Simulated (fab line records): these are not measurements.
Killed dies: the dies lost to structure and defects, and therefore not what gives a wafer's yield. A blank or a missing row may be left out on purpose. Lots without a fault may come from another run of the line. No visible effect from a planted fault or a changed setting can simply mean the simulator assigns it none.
What tool caused it? | flow sky130 | Sampling: 24 lots, 72 wafers, 6 of 708 route steps

WHAT THE GAUGES SHOWED, per wafer
SKY_METAL1_OVL_MEAS_16.
lot  | measured     | on         | METAL1_OVL (nm)
L074 | day 32 21:55 | overlay-02 | -5 -2 0
L075 | day 33 08:07 | overlay-02 | -11 -6 -5
L076 | day 33 11:53 | overlay-02 | 2 0 -7
L077 | day 34 04:10 | overlay-01 | 2 -4 2
L079 | day 35 00:20 | overlay-01 | -19 -3 -11
L078 | day 35 01:35 | overlay-01 | 5 4 7
L080 | day 35 07:17 | overlay-01 | -1 -1 -3
L081 | day 35 08:43 | overlay-02 | -15 -4 -15
L082 | day 35 11:47 | overlay-01 | -9 -5 -2
L083 | day 35 22:49 | overlay-02 | 1 -4 0
L084 | day 36 08:56 | overlay-01 | 0 -11 2
L085 | day 36 13:34 | overlay-02 | -8 -12 -12
L087 | day 36 21:43 | overlay-02 | -15 -4 -7
L086 | day 36 21:44 | overlay-01 | -6 -5 -15
L088 | day 37 09:20 | overlay-02 | 3 -3 0
L089 | day 37 10:31 | overlay-02 | -9 -5 2
L090 | day 38 01:31 | overlay-02 | -4 -9 -4
L091 | day 38 07:05 | overlay-02 | -3 -16 -6
L092 | day 38 13:37 | overlay-02 | 1 -9 -17
L093 | day 38 21:29 | overlay-01 | 2 -9 -5
L095 | day 39 08:50 | overlay-02 | -11 -4 -11
L094 | day 39 10:22 | overlay-02 | -7 -7 -1
L096 | day 39 20:50 | overlay-01 | 3 -3 8
L097 | day 40 01:38 | overlay-02 | 0 -4 -2

SKY_METAL3_OVL_MEAS_14.
lot  | measured     | on         | METAL3_OVL (nm)
L074 | day 38 15:26 | overlay-02 | -1 -2 2
L075 | day 39 00:55 | overlay-02 | -5 5 2
L076 | day 39 04:17 | overlay-01 | 4 4 7
L077 | day 39 21:44 | overlay-01 | 13 13 15
L079 | day 40 15:35 | overlay-01 | 7 -1 0
L078 | day 40 17:52 | overlay-01 | 5 -2 6
L080 | day 40 21:13 | overlay-02 | -1 -2 -1
L081 | day 40 22:34 | overlay-02 | 10 7 16
L082 | day 41 00:02 | overlay-02 | -4 -2 -6
L083 | day 41 11:35 | overlay-02 | 3 -2 -2
L084 | day 41 20:48 | overlay-02 | -5 -5 -2
L085 | day 42 01:08 | overlay-02 | 11 10 10
L087 | day 42 09:29 | overlay-01 | 12 13 13
L086 | day 42 08:46 | overlay-01 | -2 -1 4
L088 | day 42 19:37 | overlay-02 | 3 4 3
L089 | day 42 20:22 | overlay-02 | 2 1 1
L090 | day 43 10:55 | overlay-02 | 1 -4 -6
L091 | day 43 16:22 | overlay-02 | 7 9 6
L092 | day 43 21:07 | overlay-01 | -9 -12 -12
L093 | day 44 04:02 | overlay-02 | 3 -2 -2
L095 | day 44 15:05 | overlay-02 | -2 -3 -1
L094 | day 44 19:10 | overlay-01 | 1 5 5
L096 | day 44 23:55 | overlay-01 | 5 5 -3
L097 | day 45 04:56 | overlay-01 | -1 0 0

SKY_CAP2M_THK_MEAS_04: measures by xrf.
lot  | measured     | on           | CAP2M_TIN_THK (nm)
L074 | day 39 19:58 | filmMetro-03 | 197.4 202.8 200.0
L075 | day 40 05:22 | filmMetro-04 | 197.7 199.3 198.3
L076 | day 40 09:19 | filmMetro-03 | 198.3 194.5 197.1
L077 | day 41 00:38 | filmMetro-01 | 200.3 199.3 199.2
L079 | day 41 19:29 | filmMetro-03 | 200.3 201.2 201.4
L078 | day 41 22:20 | filmMetro-01 | 200.5 199.7 199.5
L080 | day 42 00:37 | filmMetro-04 | 205.5 205.0 204.3
L081 | day 42 01:51 | filmMetro-04 | 203.9 201.2 201.4
L082 | day 42 03:49 | filmMetro-01 | 198.1 202.1 198.0
L083 | day 42 14:59 | filmMetro-01 | 196.9 197.8 194.3
L084 | day 43 00:42 | filmMetro-04 | 197.4 199.3 201.2
L085 | day 43 04:10 | filmMetro-04 | 201.6 201.3 201.8
L087 | day 43 12:38 | filmMetro-03 | 197.8 201.5 200.0
L086 | day 43 11:05 | filmMetro-04 | 199.8 202.6 202.5
L088 | day 43 21:26 | filmMetro-04 | 199.9 202.1 200.1
L089 | day 43 22:43 | filmMetro-01 | 196.8 197.4 198.8
L090 | day 44 12:40 | filmMetro-03 | 200.3 200.6 200.7
L091 | day 44 18:20 | filmMetro-03 | 197.1 200.5 194.8
L092 | day 44 22:51 | filmMetro-03 | 199.0 198.1 200.6
L093 | day 45 05:30 | filmMetro-04 | 202.9 200.8 199.0
L095 | day 45 17:08 | filmMetro-03 | 201.8 197.1 198.9
L094 | day 45 20:38 | filmMetro-03 | 202.2 198.3 199.0
L096 | day 46 00:55 | filmMetro-03 | 195.1 198.1 196.8
L097 | day 46 05:53 | filmMetro-04 | 204.8 201.6 200.6

EACH LOT AND THE TOOL THAT RAN IT (in order: tool; ch and the chambers of the sampled wafers; start)
lot  | SKY_METAL1_SPUTTER_00       | SKY_METAL3_DESCUM_15             | SKY_METAL3_METAL_ETCH_18
L074 | pvdSputter-02, day 31 19:17 | rieMetal-02 ch 0,1, day 38 15:28 | rieMetal-03 ch 1, day 38 15:37
L075 | pvdSputter-01, day 32 04:31 | rieMetal-02 ch 0,1, day 39 00:57 | rieMetal-01 ch 0,1, day 39 01:05
L076 | pvdSputter-01, day 32 09:30 | rieMetal-02 ch 0,1, day 39 04:19 | rieMetal-03 ch 1, day 39 04:31
L077 | pvdSputter-02, day 33 01:05 | rieMetal-02 ch 0, day 39 21:46   | rieMetal-01 ch 0,1, day 39 21:55
L079 | pvdSputter-01, day 33 21:19 | rieMetal-01 ch 0,1, day 40 15:37 | rieMetal-02 ch 0,1, day 40 15:46
L078 | pvdSputter-02, day 33 22:17 | rieMetal-01 ch 0,1, day 40 17:55 | rieMetal-03 ch 0,1, day 40 18:08
L080 | pvdSputter-04, day 34 03:44 | rieMetal-02 ch 0,1, day 40 21:15 | rieMetal-01 ch 0,1, day 40 21:23
L081 | pvdSputter-04, day 34 04:28 | rieMetal-02 ch 0, day 40 22:36   | rieMetal-01 ch 0, day 40 22:45
L082 | pvdSputter-04, day 34 08:43 | rieMetal-03 ch 0,1, day 41 00:04 | rieMetal-02 ch 0,1, day 41 00:18
L083 | pvdSputter-01, day 34 19:06 | rieMetal-01 ch 0,1, day 41 11:37 | rieMetal-02 ch 0,1, day 41 11:46
L084 | pvdSputter-04, day 35 06:34 | rieMetal-01 ch 0,1, day 41 20:50 | rieMetal-02 ch 0,1, day 41 21:01
L085 | pvdSputter-04, day 35 10:13 | rieMetal-03 ch 0,1, day 42 01:10 | rieMetal-02 ch 0,1, day 42 01:20
L087 | pvdSputter-01, day 35 20:01 | rieMetal-03 ch 0, day 42 09:31   | rieMetal-02 ch 0,1, day 42 09:40
L086 | pvdSputter-02, day 35 20:25 | rieMetal-03 ch 0,1, day 42 08:49 | rieMetal-02 ch 0,1, day 42 09:00
L088 | pvdSputter-04, day 36 07:44 | rieMetal-02 ch 0,1, day 42 19:39 | rieMetal-03 ch 0,1, day 42 19:47
L089 | pvdSputter-04, day 36 09:27 | rieMetal-02 ch 0,1, day 42 20:24 | rieMetal-03 ch 0,1, day 42 20:33
L090 | pvdSputter-04, day 36 22:50 | rieMetal-03 ch 0,1, day 43 10:57 | rieMetal-02 ch 0,1, day 43 11:06
L091 | pvdSputter-04, day 37 05:49 | rieMetal-03 ch 0,1, day 43 16:25 | rieMetal-02 ch 0,1, day 43 16:36
L092 | pvdSputter-01, day 37 11:08 | rieMetal-03 ch 0,1, day 43 21:09 | rieMetal-02 ch 0,1, day 43 21:18
L093 | pvdSputter-01, day 37 19:29 | rieMetal-02 ch 0,1, day 44 04:04 | rieMetal-03 ch 0,1, day 44 04:13
L095 | pvdSputter-01, day 38 07:07 | rieMetal-02 ch 0,1, day 44 15:08 | rieMetal-01 ch 0,1, day 44 15:20
L094 | pvdSputter-01, day 38 08:18 | rieMetal-03 ch 0,1, day 44 19:12 | rieMetal-01 ch 0,1, day 44 19:21
L096 | pvdSputter-04, day 38 19:55 | rieMetal-02 ch 0,1, day 44 23:57 | rieMetal-01 ch 0,1, day 45 00:06
L097 | pvdSputter-01, day 39 00:18 | rieMetal-01 ch 0,1, day 45 04:58 | rieMetal-02 ch 0,1, day 45 05:10
- SKY_METAL1_SPUTTER_00: material Ti, target thk 15 nm, time 10 s.
- SKY_METAL3_DESCUM_15: chemistry O2, time 8 s.
- SKY_METAL3_METAL_ETCH_18: etches the open film in Cl2/BCl3, stops on SiO2, target depth 845 nm, time 183.1 s.

WHAT THE TOOLS THEMSELVES READ (means of the sampled wafers that have a number; where no wafer has one, the mark that the record gives instead)
SKY_METAL1_SPUTTER_00.
lot  | tool          | throttleValvePct (%)
L074 | pvdSputter-02 | 30.5
L075 | pvdSputter-01 | 31.0
L076 | pvdSputter-01 | 31.4
L077 | pvdSputter-02 | 30.3
L079 | pvdSputter-01 | 31.2
L078 | pvdSputter-02 | 30.1
L080 | pvdSputter-04 | 29.8
L081 | pvdSputter-04 | 29.9
L082 | pvdSputter-04 | 29.5
L083 | pvdSputter-01 | 31.0
L084 | pvdSputter-04 | 30.2
L085 | pvdSputter-04 | 29.3
L087 | pvdSputter-01 | 30.7
L086 | pvdSputter-02 | 30.1
L088 | pvdSputter-04 | 29.6
L089 | pvdSputter-04 | 30.5
L090 | pvdSputter-04 | 29.5
L091 | pvdSputter-04 | 29.3
L092 | pvdSputter-01 | 30.0
L093 | pvdSputter-01 | 30.7
L095 | pvdSputter-01 | 31.3
L094 | pvdSputter-01 | 30.8
L096 | pvdSputter-04 | 30.7
L097 | pvdSputter-01 | 31.9

SKY_METAL3_DESCUM_15.
lot  | tool        | drypumpMotorCurrentA (A) | oesProductAu (a.u.) | tempC (C)
L074 | rieMetal-02 | 6.2                      | 0.990               | 40.02
L075 | rieMetal-02 | 6.3                      | 0.987               | 39.98
L076 | rieMetal-02 | 6.2                      | 0.998               | 40.03
L077 | rieMetal-02 | 6.5                      | 1.012               | 39.99
L079 | rieMetal-01 | 6.1                      | 1.005               | 39.94
L078 | rieMetal-01 | 5.8                      | 1.002               | 40.01
L080 | rieMetal-02 | 6.2                      | 0.993               | 40.13
L081 | rieMetal-02 | 6.5                      | 0.998               | 40.17
L082 | rieMetal-03 | 5.7                      | 1.004               | 40.08
L083 | rieMetal-01 | 5.8                      | 1.004               | 40.01
L084 | rieMetal-01 | 6.2                      | 1.006               | 40.04
L085 | rieMetal-03 | 5.7                      | 1.009               | 40.02
L087 | rieMetal-03 | 5.4                      | 1.008               | 39.97
L086 | rieMetal-03 | 5.7                      | 1.014               | 40.00
L088 | rieMetal-02 | 6.2                      | 0.989               | 40.01
L089 | rieMetal-02 | 6.4                      | 1.001               | 39.85
L090 | rieMetal-03 | 5.7                      | 1.006               | 40.06
L091 | rieMetal-03 | 6.0                      | 1.006               | 40.05
L092 | rieMetal-03 | 5.7                      | 1.008               | 40.09
L093 | rieMetal-02 | 6.4                      | 0.990               | 40.08
L095 | rieMetal-02 | 6.4                      | 0.995               | 40.00
L094 | rieMetal-03 | 6.0                      | 1.000               | 39.98
L096 | rieMetal-02 | 6.2                      | 0.989               | 39.93
L097 | rieMetal-01 | 6.1                      | 1.009               | 40.03

SKY_METAL3_METAL_ETCH_18.
lot  | tool        | drypumpMotorCurrentA (A) | oesProductAu (a.u.) | throttleValvePct (%)
L074 | rieMetal-03 | 6.3                      | 0.860               | 22.261
L075 | rieMetal-01 | 6.1                      | 0.863               | 22.261
L076 | rieMetal-03 | 6.3                      | 0.865               | 22.261
L077 | rieMetal-01 | 6.2                      | 0.872               | 22.266
L079 | rieMetal-02 | 6.2                      | 0.862               | 22.265
L078 | rieMetal-03 | 5.7                      | 0.862               | 22.275
L080 | rieMetal-01 | 6.2                      | 0.871               | 22.268
L081 | rieMetal-01 | 6.5                      | 0.860               | 22.268
L082 | rieMetal-02 | 6.3                      | 0.867               | 22.267
L083 | rieMetal-02 | 6.2                      | 0.876               | 22.268
L084 | rieMetal-02 | 6.4                      | 0.868               | 22.263
L085 | rieMetal-02 | 6.3                      | 0.864               | 22.268
L087 | rieMetal-02 | 6.4                      | 0.868               | 22.267
L086 | rieMetal-02 | 6.2                      | 0.858               | 22.266
L088 | rieMetal-03 | 5.7                      | 0.867               | 22.259
L089 | rieMetal-03 | 6.0                      | 0.865               | 22.271
L090 | rieMetal-02 | 6.2                      | 0.878               | 22.261
L091 | rieMetal-02 | 6.3                      | 0.857               | 22.264
L092 | rieMetal-02 | 6.2                      | 0.867               | 22.268
L093 | rieMetal-03 | 6.0                      | 0.869               | 22.266
L095 | rieMetal-01 | 5.8                      | 0.866               | 22.270
L094 | rieMetal-01 | 6.2                      | 0.871               | 22.256
L096 | rieMetal-01 | 5.8                      | 0.863               | 22.259
L097 | rieMetal-02 | 6.2                      | 0.863               | 22.270

THE ANSWER, worked out from the rows above alone
Rule: the usual values come from the lots themselves. Put in order of their means at a reading, lots are off if they are a third of the lots or fewer, leave a main group of 4 or more, and stand apart from it by a gap of 3 or more times the standard deviation of the main group's means; of several such gaps the widest counts. A main group is skipped when, at the precision printed for the reading in the tables above, its means are all equal. A lot without any number at a reading at which 4 lots or more have one is off too. Where the step has rows for the other lots, those lots are counted as sound. The gauges are gone through in route order, then the tools' own readings, and for those a lot's mean is taken as printed above. At the first step where some lot is off, the reading lying furthest off is the one used; lots without a number count as furthest.
None of the lots is off at any reading shown; this tells nothing.

WHAT THE SIMULATOR HAD PUT IN
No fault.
